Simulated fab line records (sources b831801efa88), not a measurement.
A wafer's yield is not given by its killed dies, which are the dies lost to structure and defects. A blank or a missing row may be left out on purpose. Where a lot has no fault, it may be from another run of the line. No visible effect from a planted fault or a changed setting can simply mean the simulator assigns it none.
fab line records	flow sky130
record lots=12	wafers=36	last_day=50
route steps=708 shown LDD_LDN@299 POLY_CUT@319 LI_CONTACT@385 CONTACT@430
lots that met no fault: taken from a fault-free run of the same line
start_h: start of the lot's first displayed wafer, in hours after the record's first day	wait_h: hours elapsed since this lot's preceding step	" repeats the value in the row above	L1.1+2: several wafers, shown together as one row	- no value present, or no start provided	* or withheld: withheld	< > ~ a bound
route shown NAME@n: a module of which the file shows steps, and the number in the route of the first	usual: mean/standard deviation taken from wafers without a fault	same: alike in all rows	chamber/n: place in a boat	sites: readings site by site	_std_site: how widely they spread, as a standard deviation	_edge_site: outer sites' mean less inner sites'	radius_mm: for every site, how far away it sits from the centre of the wafer	mask NAME#n: copy n	behind: the most recent tool/chamber to have shaped the wafer	hold: reason for holding the lot/hours on hold/outcome of the hold	device: the transistor (n, p or np) that didn't switch	end of line: the same wafers' tests at the end of the route	where a step has no rows: the recipe by itself	killed: dies lost to structure and defects at the first sort, not the wafer's yield	map: a wafer's dies, marking killed ones x, the rest . and places with no die _
set.NAME: the run value of the setting; set.NAME@STEP: its run value at that earlier step	model.NAME: the simulator's own value behind a step, which no gauge read
steps of the route over a sample of lots; a table a step, a row a wafer
services: from which hour (start_h, from the record's first day; less than 0 if before it) a tool's chamber was out of use, for how many hours, and why
## steps
# step SKY_LDD_LDN_IMPLANT_10
# recipe species=As	energy_kev=15	dose_cm2=1.25e+13	tilt_deg=withheld	rotation_deg=203
# usual beam_on_s=10.03/0.2	dose_ions_cm2=1.2503e+13/1.2e+10	faraday_current_uA=70.3/1.4
lot.wafer	tool	chamber	start_h	wait_h	beam_on_s	dose_ions_cm2	faraday_current_uA
L565.1	implanter-03	0	553.61	0.1	10.07	1.2491e+13	70.0
L565.3	"	0	"	"	9.53	1.2505e+13	73.5
L565.4	"	0	"	"	9.99	1.2478e+13	70.5
L566.4	implanter-02	0	555.82	0.1	9.99	1.2484e+13	70.7
L566.5	"	0	"	"	10.05	1.2493e+13	70.4
L566.6	"	0	"	"	10.20	1.2478e+13	69.1
L569.1	implanter-02	0	605.65	0.1	9.79	1.2502e+13	71.7
L569.2	"	0	"	"	10.00	1.2516e+13	70.9
L569.3	"	0	"	"	10.10	1.2493e+13	69.6
L571.1	implanter-02	0	607.21	0.1	10.19	1.2491e+13	69.1
L571.2	"	0	"	"	10.10	1.2509e+13	69.8
L571.4	"	0	"	"	10.36	1.2489e+13	68.0
L572.1	implanter-03	0	607.51	0.1	10.20	1.2507e+13	69.1
L572.4	"	0	"	"	10.11	1.2518e+13	69.5
L572.6	"	0	"	"	10.08	1.2509e+13	70.0
L574.2	implanter-01	0	617.71	0.1	9.58	1.2488e+13	73.6
L574.4	"	0	"	"	9.77	1.2497e+13	72.0
L574.5	"	0	"	"	9.56	1.2491e+13	73.3
L573.2	implanter-02	0	619.71	0.1	10.05	1.25e+13	70.2
L573.4	"	0	"	"	10.27	1.2496e+13	68.7
L573.6	"	0	"	"	9.81	1.2508e+13	71.7
L575.1	implanter-01	0	621.91	0.1	9.75	1.2506e+13	71.9
L575.2	"	0	"	"	9.86	1.2489e+13	71.9
L575.3	"	0	"	"	9.58	1.2489e+13	73.1
L576.3	implanter-02	0	623.19	0.1	10.18	1.2498e+13	69.0
L576.5	"	0	"	"	10.30	1.2495e+13	68.7
L576.6	"	0	"	"	9.91	1.251e+13	71.2
L582.1	implanter-01	0	676.49	0.1	10.11	1.9318e+13	107.8
L582.2	"	0	"	"	9.87	1.9319e+13	110.4
L582.5	"	0	"	"	9.83	1.9311e+13	110.2
L585.1	implanter-01	0	707.14	0.1	9.65	1.9295e+13	113.1
L585.4	"	0	"	"	10.15	1.9323e+13	107.2
L585.6	"	0	"	"	10.15	1.9309e+13	107.2
L587.2	implanter-02	0	718.98	0.1	10.41	1.2497e+13	67.6
L587.4	"	0	"	"	10.18	1.2506e+13	69.3
L587.6	"	0	"	"	9.84	1.2497e+13	71.5
# step SKY_LDD_LDN_TW_MEAS_13
# usual LDD_LDN_TW=1476/12
lot.wafer	tool	chamber	start_h	wait_h	LDD_LDN_TW
L565.1	film_metro-02	-	554.01	0.1	1472
L565.3	"	-	"	"	1460
L565.4	"	-	"	"	1459
L566.4	film_metro-02	-	556.18	0.1	1460
L566.5	"	-	"	"	1463
L566.6	"	-	"	"	1463
L569.1	film_metro-04	-	606.05	0.1	1477
L569.2	"	-	"	"	1477
L569.3	"	-	"	"	1481
L571.1	film_metro-04	-	607.61	0.1	1481
L571.2	"	-	"	"	1481
L571.4	"	-	"	"	1481
L572.1	film_metro-01	-	607.91	0.1	1485
L572.4	"	-	"	"	1483
L572.6	"	-	"	"	1471
L574.2	film_metro-02	-	618.10	0.1	1454
L574.4	"	-	"	"	1455
L574.5	"	-	"	"	1463
L573.2	film_metro-02	-	620.10	0.1	1462
L573.4	"	-	"	"	1457
L573.6	"	-	"	"	1459
L575.1	film_metro-02	-	622.31	0.1	1456
L575.2	"	-	"	"	1462
L575.3	"	-	"	"	1443
L576.3	film_metro-04	-	623.56	0.1	1474
L576.5	"	-	"	"	1480
L576.6	"	-	"	"	1481
L582.1	film_metro-01	-	676.89	0.1	1539
L582.2	"	-	"	"	1541
L582.5	"	-	"	"	1544
L585.1	film_metro-01	-	707.54	0.1	1546
L585.4	"	-	"	"	1540
L585.6	"	-	"	"	1544
L587.2	film_metro-01	-	719.37	0.1	1486
L587.4	"	-	"	"	1486
L587.6	"	-	"	"	1478
# step SKY_POLY_CUT_STRIP_12
# recipe chemistry=O2/N2	power_w=1400	pressure_mtorr=1500	platen_temp_c=withheld	o2_flow_sccm=3000	n2_flow_sccm=300	overash_fraction=0.5
# usual drypump_motor_current_A=5.93/0.26	o2_flow_sccm=3000/9	oes_product_au=0.452/0.0045	strip_time_to_endpoint_s=5.355/0.018
lot.wafer	tool	chamber	start_h	wait_h	drypump_motor_current_A	o2_flow_sccm	oes_product_au	rf_hours_counter_h	strip_time_to_endpoint_s
L565.1	plasma_asher-02	1	585.15	0.0	5.78	3006	0.459	92	5.353
L565.3	"	0	"	"	5.63	2989	0.449	-	5.337
L565.4	"	1	"	"	5.76	2986	0.458	-	5.356
L566.4	plasma_asher-01	0	588.14	0.0	5.96	2997	0.452	-	5.359
L566.5	"	0	"	"	5.99	3003	0.454	-	5.349
L566.6	"	1	"	"	6.29	2995	0.459	-	5.323
L569.1	plasma_asher-04	0	638.20	0.0	5.59	3002	0.452	21	5.329
L569.2	"	1	"	"	6.16	2994	0.455	21	5.322
L569.3	"	0	"	"	5.59	3001	0.451	-	5.366
L571.1	plasma_asher-02	0	639.39	0.0	5.64	3009	0.453	98	5.350
L571.2	"	1	"	"	5.78	2997	0.461	98	5.359
L571.4	"	0	"	"	5.62	3003	0.454	-	5.386
L572.1	plasma_asher-04	0	639.40	0.0	5.59	3008	0.448	22	5.344
L572.4	"	0	"	"	5.60	2988	0.448	-	5.325
L572.6	"	0	"	"	5.59	2996	0.448	-	5.339
L574.2	plasma_asher-01	1	648.95	0.0	6.28	2999	0.453	51	5.357
L574.4	"	0	"	"	5.97	3000	0.452	-	5.376
L574.5	"	0	"	"	5.95	3000	0.446	-	5.356
L573.2	plasma_asher-04	0	651.05	0.0	5.58	3003	0.454	23	5.375
L573.4	"	0	"	"	5.57	2993	0.458	-	5.365
L573.6	"	0	"	"	5.60	3007	0.450	-	5.344
L575.1	plasma_asher-01	0	652.50	0.0	5.94	3008	0.459	51	5.376
L575.2	"	1	"	"	6.30	3003	0.455	51	5.336
L575.3	"	1	"	"	6.28	3003	0.456	-	5.376
L576.3	plasma_asher-02	0	653.68	0.1	5.63	3007	0.445	-	5.340
L576.5	"	0	"	"	5.63	3008	0.445	-	5.382
L576.6	"	1	"	"	5.75	3002	0.448	-	5.336
L582.1	plasma_asher-04	1	706.44	0.0	6.15	2985	0.447	28	5.340
L582.2	"	0	"	"	5.56	3010	0.456	28	5.354
L582.5	"	1	"	"	6.17	2983	0.447	-	5.347
L585.1	plasma_asher-01	0	736.85	0.0	5.96	3012	0.459	60	5.373
L585.4	"	0	"	"	5.96	3006	0.450	-	5.365
L585.6	"	0	"	"	5.97	3014	0.450	-	5.368
L587.2	plasma_asher-01	0	748.34	0.0	5.96	2976	0.450	61	5.344
L587.4	"	0	"	"	5.96	2992	0.461	-	5.358
L587.6	"	0	"	"	5.96	3007	0.448	-	5.335
# step SKY_LI_CONTACT_THK_MEAS_23
# recipe thk_meas_gauge=xrf	reads=W_of_LI_CONTACT_CVD_21
# usual LI_CONTACT_W_THK=404/5.9
lot.wafer	tool	chamber	start_h	wait_h	LI_CONTACT_W_THK[nm]
L565.1	film_metro-03	-	703.93	0.1	406
L565.3	"	-	"	"	411
L565.4	"	-	"	"	406
L566.4	film_metro-03	-	705.51	0.1	405
L566.5	"	-	"	"	398
L566.6	"	-	"	"	403
L569.1	film_metro-02	-	754.33	0.1	402
L569.2	"	-	"	"	390
L569.3	"	-	"	"	404
L571.1	film_metro-02	-	755.87	0.1	401
L571.2	"	-	"	"	406
L571.4	"	-	"	"	402
L572.1	film_metro-03	-	756.48	0.1	404
L572.4	"	-	"	"	406
L572.6	"	-	"	"	401
L574.2	film_metro-04	-	764.45	0.1	405
L574.4	"	-	"	"	406
L574.5	"	-	"	"	406
L573.2	film_metro-03	-	765.45	0.1	393
L573.4	"	-	"	"	404
L573.6	"	-	"	"	398
L575.1	film_metro-03	-	765.89	0.1	403
L575.2	"	-	"	"	401
L575.3	"	-	"	"	403
L576.3	film_metro-04	-	766.87	0.1	402
L576.5	"	-	"	"	403
L576.6	"	-	"	"	395
L582.1	film_metro-04	-	818.02	0.1	407
L582.2	"	-	"	"	410
L582.5	"	-	"	"	403
L585.1	film_metro-03	-	846.62	0.1	402
L585.4	"	-	"	"	405
L585.6	"	-	"	"	398
L587.2	film_metro-04	-	857.14	0.1	396
L587.4	"	-	"	"	394
L587.6	"	-	"	"	397
# step SKY_CONTACT_CVD_24
# recipe material=W	target_thk_nm=340	time_s=102.12	temp_c=400	pressure_torr=41.41
# usual heater_power_w=844/56
lot.wafer	tool	chamber	start_h	wait_h	heater_power_w
L565.1	cvd_w-02	1	761.22	0.0	893
L565.3	"	0	"	"	915
L565.4	"	1	"	"	884
L566.4	cvd_w-02	0	763.49	0.1	920
L566.5	"	1	"	"	906
L566.6	"	0	"	"	906
L569.1	cvd_w-02	0	810.86	0.0	929
L569.2	"	1	"	"	922
L569.3	"	1	"	"	864
L571.1	cvd_w-02	1	811.72	0.0	913
L571.2	"	0	"	"	903
L571.4	"	1	"	"	875
L572.1	cvd_w-01	0	812.66	0.0	774
L572.4	"	1	"	"	832
L572.6	"	1	"	"	811
L574.2	cvd_w-02	1	820.50	0.0	877
L574.4	"	0	"	"	925
L574.5	"	0	"	"	911
L573.2	cvd_w-01	1	822.70	0.0	817
L573.4	"	0	"	"	793
L573.6	"	0	"	"	774
L575.1	cvd_w-02	0	822.91	0.0	933
L575.2	"	1	"	"	881
L575.3	"	1	"	"	880
L576.3	cvd_w-01	0	824.45	0.1	790
L576.5	"	1	"	"	816
L576.6	"	0	"	"	779
L582.1	cvd_w-01	0	872.72	0.0	792
L582.2	"	1	"	"	814
L582.5	"	1	"	"	835
L585.1	cvd_w-02	0	901.16	0.0	953
L585.4	"	0	"	"	906
L585.6	"	1	"	"	889
L587.2	cvd_w-01	0	911.30	0.0	790
L587.4	"	1	"	"	829
L587.6	"	0	"	"	782
## services
tool	chamber	start_h	hours	kind
plasma_asher-01	-	531.64	4.3	pm
cvd_w-02	0	532.78	1.5	repair
implanter-01	-	550.23	7.0	pm
implanter-02	-	562.60	0.7	repair
cvd_w-02	-	599.85	2.3	repair
cvd_w-01	1	640.40	5.8	repair
implanter-02	-	647.66	1.4	repair
plasma_asher-04	-	684.14	0.4	repair
cvd_w-01	-	697.90	0.8	repair
implanter-01	-	725.93	1.3	repair
implanter-01	-	752.06	4.9	pm
plasma_asher-04	-	756.55	2.8	pm
implanter-01	-	765.09	3.1	repair
implanter-02	-	773.74	3.5	pm
cvd_w-02	-	781.49	1.1	repair
implanter-01	-	812.27	5.5	pm
implanter-01	-	825.45	3.0	repair
implanter-02	-	849.05	39.1	repair
cvd_w-02	-	861.93	1.2	repair
cvd_w-02	-	863.53	2.8	pm
cvd_w-01	0	875.69	8.6	repair
implanter-02	-	888.11	3.2	pm
plasma_asher-01	-	890.46	2.5	repair
cvd_w-02	-	904.00	14.0	pm
## key
first_sign step=SKY_LDD_LDN_IMPLANT_10	reading=dose_ions_cm2	direction=up	sigmas=99+	usual=*	struck=*
effect step=SKY_LDD_LDN_IMPLANT_10	reading=faraday_current_uA	direction=up	sigmas=27	usual=70.3	struck=109.3
effect step=SKY_LDD_LDN_TW_MEAS_13	reading=LDD_LDN_TW	direction=up	sigmas=5.5	usual=1476	struck=1542
met_at SKY_LDD_LDN_IMPLANT_10
struck_lots L582,L585
tester_left_out L582,L585
not_acting_at SKY_POLY_CUT_STRIP_12,SKY_LI_CONTACT_THK_MEAS_23,SKY_CONTACT_CVD_24
onset_between 621.91 676.49
fault kind=process_parameter_drift	tool=implanter-01	chamber=-	onset_h=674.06	steps=SKY_LDD_LDN_IMPLANT_10	channel=dose_cm2	offset=*	shape=step	end_h=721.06	acts_in=*	stated=*
# tester_left_out: of these lots the tester's yield and bins aren't shown, on N5 and GAA mostly nor the transistor test; their killed dies are dies lost to structure and defects alone, not to doping, threshold or leakage, so they don't give the yield
